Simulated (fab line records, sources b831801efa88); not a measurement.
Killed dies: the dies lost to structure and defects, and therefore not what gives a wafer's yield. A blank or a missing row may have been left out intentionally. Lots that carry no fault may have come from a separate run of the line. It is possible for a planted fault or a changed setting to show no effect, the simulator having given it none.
What tool caused it? + flow sky130 + 14 lots with 42 wafers sampled at 5 steps, on a route of 708 steps

## WHAT EACH GAUGE READ, for each wafer
Not one reading of a measure or inspect step in the record can be checked against a usual standard deviation.

## WHAT TOOL EACH LOT RAN ON (gives the tool, then ch and the chambers of the sampled wafers, and finally the start)
| lot  | SKY_METAL2_SPUTTER_00        | SKY_VIA2_CMP_24               | SKY_METAL4_CLEAN_22             | SKY_METAL5_SPUTTER_01        | SKY_PAD_OPEN_PROBE_99   |
|------|------------------------------|-------------------------------|---------------------------------|------------------------------|-------------------------|
| L953 | pvd_sputter-04, day 34 14:58 | cmp-02 ch 0,2,3, day 36 22:02 | wet_bench-02 ch 0, day 42 07:23 | pvd_sputter-03, day 43 08:10 | -                       |
| L954 | pvd_sputter-02, day 34 16:49 | cmp-02 ch 0,1,2, day 37 00:17 | wet_bench-02 ch 2, day 42 10:19 | pvd_sputter-02, day 43 12:22 | -                       |
| L956 | pvd_sputter-04, day 35 14:35 | cmp-02 ch 0,3, day 37 21:52   | wet_bench-04 ch 0, day 43 04:59 | pvd_sputter-02, day 44 05:37 | -                       |
| L955 | pvd_sputter-03, day 35 15:26 | cmp-02 ch 0,2,3, day 37 23:19 | wet_bench-02 ch 1, day 43 07:08 | pvd_sputter-04, day 44 07:43 | -                       |
| L957 | pvd_sputter-02, day 35 20:31 | cmp-01 ch 2,3, day 38 03:14   | wet_bench-01 ch 1, day 43 08:53 | pvd_sputter-02, day 44 09:12 | -                       |
| L958 | pvd_sputter-03, day 35 20:52 | cmp-02 ch 0,3, day 38 03:54   | wet_bench-02 ch 0, day 43 10:26 | pvd_sputter-04, day 44 11:08 | -                       |
| L961 | pvd_sputter-02, day 36 19:49 | cmp-02 ch 1,2,3, day 39 02:44 | wet_bench-02 ch 1, day 44 06:41 | pvd_sputter-02, day 45 06:19 | -                       |
| L963 | pvd_sputter-03, day 37 14:47 | cmp-01 ch 0,1,3, day 39 20:10 | wet_bench-02 ch 3, day 44 23:10 | pvd_sputter-04, day 45 22:40 | -                       |
| L966 | pvd_sputter-03, day 38 09:04 | cmp-01 ch 1,2,3, day 40 12:58 | wet_bench-01 ch 0, day 45 13:29 | pvd_sputter-04, day 46 12:13 | -                       |
| L968 | pvd_sputter-02, day 38 21:37 | cmp-02 ch 2,3, day 41 01:41   | wet_bench-02 ch 1, day 46 00:31 | pvd_sputter-04, day 46 23:25 | -                       |
| L972 | pvd_sputter-03, day 40 02:28 | cmp-01 ch 0,1,2, day 42 05:14 | wet_bench-02 ch 1, day 46 23:11 | pvd_sputter-03, day 47 20:55 | prober-02, day 50 06:28 |
| L973 | pvd_sputter-02, day 40 03:38 | cmp-02 ch 1,2, day 42 06:51   | wet_bench-02 ch 3, day 47 02:19 | pvd_sputter-03, day 48 00:04 | prober-01, day 50 09:09 |
| L975 | pvd_sputter-02, day 40 23:56 | cmp-01 ch 2,3, day 43 02:07   | wet_bench-01 ch 2, day 47 18:05 | pvd_sputter-02, day 48 15:22 | -                       |
| L976 | pvd_sputter-02, day 41 05:11 | cmp-01 ch 1,2, day 43 06:21   | wet_bench-04 ch 1, day 47 22:13 | pvd_sputter-04, day 48 19:07 | -                       |
- SKY_METAL2_SPUTTER_00: material Ti, target thk 15 nm, time 10 s.
- SKY_VIA2_CMP_24: polishes, stops on SiO2, t overpolish 20 s, target thk 0 nm.
- SKY_METAL4_CLEAN_22: cleans in O3/DIW.
- SKY_METAL5_SPUTTER_01: material TiN, target thk 20 nm, time 16.7 s.
- SKY_PAD_OPEN_PROBE_99

## WHAT THE TOOLS THEMSELVES READ (means of the sampled wafers that have a number; where no wafer has one, the mark that the record gives instead)
SKY_METAL2_SPUTTER_00.
| lot  | tool           | throttle_valve_pct (%) |
|------|----------------|------------------------|
| L953 | pvd_sputter-04 | 31.1                   |
| L954 | pvd_sputter-02 | 29.5                   |
| L956 | pvd_sputter-04 | 31.5                   |
| L955 | pvd_sputter-03 | 30.0                   |
| L957 | pvd_sputter-02 | 30.5                   |
| L958 | pvd_sputter-03 | 30.4                   |
| L961 | pvd_sputter-02 | 30.2                   |
| L963 | pvd_sputter-03 | 31.2                   |
| L966 | pvd_sputter-03 | 30.3                   |
| L968 | pvd_sputter-02 | 30.2                   |
| L972 | pvd_sputter-03 | 31.2                   |
| L973 | pvd_sputter-02 | 30.3                   |
| L975 | pvd_sputter-02 | 29.8                   |
| L976 | pvd_sputter-02 | 29.9                   |

SKY_VIA2_CMP_24.
| lot  | tool   | motor_current_A (A) | overpolish_run_s (s) | platen_rpm (rpm) | time_to_endpoint_s (s) |
|------|--------|---------------------|----------------------|------------------|------------------------|
| L953 | cmp-02 | 10.3                | 19.994               | 59.98            | 94                     |
| L954 | cmp-02 | 10.7                | 19.998               | 60.02            | 95                     |
| L956 | cmp-02 | 10.0                | 19.994               | 60.02            | 98                     |
| L955 | cmp-02 | 10.6                | 19.996               | 60.04            | 96                     |
| L957 | cmp-01 | 12.0                | 20.004               | 60.03            | 104                    |
| L958 | cmp-02 | 9.7                 | 20.001               | 60.00            | 95                     |
| L961 | cmp-02 | 10.6                | 20.002               | 60.00            | 96                     |
| L963 | cmp-01 | 10.7                | 19.988               | 59.99            | 104                    |
| L966 | cmp-01 | 11.6                | 19.999               | 60.02            | 101                    |
| L968 | cmp-02 | 11.6                | 20.001               | 59.97            | 100                    |
| L972 | cmp-01 | 10.8                | 19.993               | 60.04            | 97                     |
| L973 | cmp-02 | 10.5                | 20.002               | 60.02            | 101                    |
| L975 | cmp-01 | 11.9                | 19.991               | 60.06            | 103                    |
| L976 | cmp-01 | 11.9                | 20.003               | 60.00            | 92                     |

SKY_METAL5_SPUTTER_01.
| lot  | tool           | throttle_valve_pct (%) |
|------|----------------|------------------------|
| L953 | pvd_sputter-03 | 30.7                   |
| L954 | pvd_sputter-02 | 30.0                   |
| L956 | pvd_sputter-02 | 30.2                   |
| L955 | pvd_sputter-04 | 30.6                   |
| L957 | pvd_sputter-02 | 30.4                   |
| L958 | pvd_sputter-04 | 31.4                   |
| L961 | pvd_sputter-02 | 30.3                   |
| L963 | pvd_sputter-04 | 31.4                   |
| L966 | pvd_sputter-04 | 31.2                   |
| L968 | pvd_sputter-04 | 30.8                   |
| L972 | pvd_sputter-03 | 30.2                   |
| L973 | pvd_sputter-03 | 30.3                   |
| L975 | pvd_sputter-02 | 29.9                   |
| L976 | pvd_sputter-04 | 31.3                   |

SKY_PAD_OPEN_PROBE_99.
| lot  | tool      | killed_at_M0_to_M3 | killed_at_M4_up | killed_at_contacts | killed_at_front_end | killed_at_other | killed_dies | killed_open | killed_short |
|------|-----------|--------------------|-----------------|--------------------|---------------------|-----------------|-------------|-------------|--------------|
| L972 | prober-02 | 44                 | 41.3            | 18                 | 15                  | 0.0             | 118         | 44          | 36           |
| L973 | prober-01 | 49                 | 47.7            | 20                 | 12                  | 1.0             | 130         | 43          | 42           |

## THE ANSWER, worked out from the rows above alone
Rule: the usual values come from the lots themselves. Put in order of their means at a reading, lots are off if they are a third of the lots or fewer, leave a main group of 4 or more, and stand apart from it by a gap of 3 or more times the standard deviation of the main group's means; of several such gaps the widest counts. Not used: any main group whose means are identical at the precision the tables above print for the reading. A lot without any number at a reading at which 4 lots or more have one is off too. Any other lot the step has rows for is counted as sound. First the gauges in route order, then the tools' own readings, where a lot's mean is used as printed above. At the first step where some lot is off, the reading lying furthest off is the one used; lots without a number count as furthest.
Nothing can be told from this: no lot is off at any reading shown.

## WHAT WAS PUT IN BY THE SIMULATOR
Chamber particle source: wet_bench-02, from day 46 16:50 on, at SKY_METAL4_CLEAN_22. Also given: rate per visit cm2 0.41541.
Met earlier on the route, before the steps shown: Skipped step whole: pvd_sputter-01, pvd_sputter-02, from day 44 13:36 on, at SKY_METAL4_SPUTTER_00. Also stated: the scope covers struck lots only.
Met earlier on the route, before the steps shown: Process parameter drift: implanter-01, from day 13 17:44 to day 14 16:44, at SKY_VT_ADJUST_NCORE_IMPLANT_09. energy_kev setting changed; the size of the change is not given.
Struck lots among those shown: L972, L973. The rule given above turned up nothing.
